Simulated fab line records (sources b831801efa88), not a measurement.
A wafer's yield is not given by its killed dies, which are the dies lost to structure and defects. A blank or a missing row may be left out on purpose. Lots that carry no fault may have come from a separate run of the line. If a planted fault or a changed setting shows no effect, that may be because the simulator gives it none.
Lot-split experiment	flow sfq line	5 lots, 27 wafers read, on a route of 325 steps

== THE SPLIT ITSELF ==
At SFQ_TRILAYER_M7_DEP_SPUTTER_175 (material Nb, target thk 200 nm, time 133.3 s), the setting time s was moved away from the recipe's 133.3 s on 12 of the 27 wafers read, by -38.3% to +39.5%. For the rest of the wafers, this setting stayed at what the recipe calls for.

== FROM THE SPLIT TO THE READING: what the file shows between them, 3 steps ==
- SFQ_M7_RS_MEAS_943: measures by four-point-probe
- SFQ_TRILAYER_M7_LITHO_COAT_182: resist thk 62.57 nm
- SFQ_TRILAYER_M7_BARC_OPEN_METAL_ETCH_229: etches BARC in O2, target depth 125 nm, time 41.7 s

== THE READING ==
oes product au, in a.u., at SFQ_TRILAYER_M7_ETCH_METAL_ETCH_180 (etches Nb in Cl2/Ar, stops on SiO2, target depth 240 nm, time 120 s). A value of 0.894 a.u. with a standard deviation of 0.0087 a.u. is what fault-free wafers of this fab line usually give.

wafer	tool, chamber at the split	time s as run, s	against the recipe	oes product au, a.u.	against lot-mates on the recipe
L074.1	pvd sputter-04, -	82.18	-38.3%	0.696	-0.193
L074.2	pvd sputter-04, -	133.3	recipe	0.887	-
L074.3	pvd sputter-04, -	82.18	-38.3%	0.692	-0.197
L074.4	pvd sputter-04, -	82.18	-38.3%	0.697	-0.192
L074.5	pvd sputter-04, -	133.3	recipe	0.885	-
L074.6	pvd sputter-04, -	133.3	recipe	0.895	-
L076.1	pvd sputter-04, -	178.1	+33.6%	1.010	+0.124
L076.2	pvd sputter-04, -	178.1	+33.6%	1.005	+0.119
L076.3	pvd sputter-04, -	178.1	+33.6%	1.023	+0.137
L076.4	pvd sputter-04, -	133.3	recipe	0.881	-
L076.5	pvd sputter-04, -	133.3	recipe	0.887	-
L076.6	pvd sputter-04, -	133.3	recipe	0.889	-
L079.1	pvd sputter-03, -	133.3	recipe	0.889	-
L079.2	pvd sputter-03, -	133.3	recipe	0.884	-
L079.3	pvd sputter-03, -	180	+35.0%	0.990	+0.099
L079.4	pvd sputter-03, -	133.3	recipe	0.899	-
L079.5	pvd sputter-03, -	180	+35.0%	0.997	+0.106
L079.6	pvd sputter-03, -	180	+35.0%	0.994	+0.103
L080.1	pvd sputter-06, -	133.3	recipe	0.906	-
L080.2	pvd sputter-06, -	186	+39.5%	1.024	+0.118
L080.3	pvd sputter-06, -	186	+39.5%	1.000	+0.094
L080.4	pvd sputter-06, -	186	+39.5%	1.010	+0.104
L080.5	pvd sputter-06, -	133.3	recipe	0.904	-
L080.6	pvd sputter-06, -	133.3	recipe	0.908	-
L084.1	pvd sputter-04, -	133.3	recipe	0.896	-
L084.4	pvd sputter-04, -	133.3	recipe	0.911	-
L084.5	pvd sputter-04, -	133.3	recipe	0.904	-

FIT RESULTS
A straight line over all 27 wafers: oes product au changes by +0.00385 a.u. for each +1% of time s; r = +0.97; the points scatter about the line by 0.022 a.u.
The same after taking each lot's own level away (the mean of its wafers on the recipe; 27 wafers): +0.00379 a.u. for each +1%; r = +0.97; scatter 0.021 a.u.
That fit puts the effect of the largest move of time s on the reading at 0.15 a.u.
Across the lots, their own levels run from 0.8857 to 0.9060 a.u., a range of 2.3 times the standard deviation given above.
So the lot-to-lot level changes the slope little: the two slopes agree.
Check: with one of the wafers moved furthest among these (+39.5%) left out of the fit, the line predicts +0.138 a.u. for it against its lot-mates. Against them it came out at +0.118 a.u.

== OTHER SPLITS ON THESE WAFERS ==
Note: prior to the reading, these wafers also went through further splits. Each is held against what the fit with the lots' levels taken away leaves over:
other split on the same wafers	wafers away from the commonest value	r with oes product au (lot level and that fit taken away)
SFQ_TRILAYER_I3_DEP_PECVD_081 time s	9	+0.22
SFQ_TRILAYER_JJ_TRILAYER_DEP_SPUTTER_110 time s	12	-0.38
SFQ_TRILAYER_R5_DEP_SPUTTER_133 time s	12	+0.25
SFQ_TRILAYER_C5_BARC_OPEN_VIA_ETCH_210 time s	9	-0.15
SFQ_TRILAYER_M6_BARC_OPEN_METAL_ETCH_206 time s	9	+0.15

== THE WHOLE CHAIN: every reading that the file lists as answering this split, in the file's order ==
step	what it does	reading	change (the file's fit)	r (the file's)
SFQ_TRILAYER_M7_DEP_SPUTTER_175	material Nb, target thk 200 nm, time 133.3 s	Nb_of_TRILAYER_M7_DEP_SPUTTER_175.thk nm (the simulator's own value, which no gauge read)	+1.99 nm for each +1% of the setting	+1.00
SFQ_M7_RS_MEAS_943	measures by four-point-probe	M7_NB_RS	-0.00884 for each +1% of the setting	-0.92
SFQ_TRILAYER_M7_ETCH_METAL_ETCH_180	etches Nb in Cl2/Ar, stops on SiO2, target depth 240 nm, time 120 s	oes product au	+0.00361 a.u. for each +1% of the setting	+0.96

== FILE'S OWN FIT ==
oes product au changes by +0.00361 a.u. for each +1% of time s, r = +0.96.
